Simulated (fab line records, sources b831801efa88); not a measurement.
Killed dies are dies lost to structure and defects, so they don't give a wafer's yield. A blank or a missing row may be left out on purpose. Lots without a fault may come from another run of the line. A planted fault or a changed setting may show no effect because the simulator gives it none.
Chamber matching | flow gf180mcu | GF_V4_CVD_02 on pecvd-03: 3 sister chambers
The step deposits SiO2 from TEOS, target thk 850 nm, time 94.851 s. 3 wafers are shown with their chamber, then 7 later ones without.

WAFERS WITH THEIR CHAMBER
wafer  | chamber | heater_power_w (W)
L176.6 | 1       | 645
L175.3 | 0       | 717
L175.4 | 2       | 479

WAFERS WITHOUT THEIR CHAMBER
wafer  | heater_power_w (W)
L175.5 | 561
L178.1 | 720
L178.2 | 499
L178.6 | 560
L179.2 | 670
L179.3 | 768
L179.4 | 717

WHICH CHAMBER EACH WENT THROUGH
wafer  | from the rows above          | in truth
L175.5 | can't be placed: 2 or 1 or 0 | 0
L178.1 | can't be placed: 0 or 1      | 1
L178.2 | 2                            | 2
L178.6 | can't be placed: 2 or 1 or 0 | 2
L179.2 | can't be placed: 1 or 0      | 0
L179.3 | can't be placed: 0 or 1      | 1
L179.4 | can't be placed: 0 or 1      | 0
Placed correctly: 1 of 7. Can't be placed from these rows: 6 (the true chamber is among the candidates in 6). Placed wrongly: 0.
How it was worked out, from the rows above alone: a wafer's distance from a chamber is the root of the sum, over the readings, of the square of ((its reading less the chamber's mean) divided by the reading's scatter). The wafer belongs to the nearest chamber; if the next one is less than 2 further off, it can't be placed. A chamber's mean is the mean of its shown wafers. The scatter: with one shown wafer a chamber, the root of the mean of the squares of how far each hidden wafer lies from its nearest shown one.
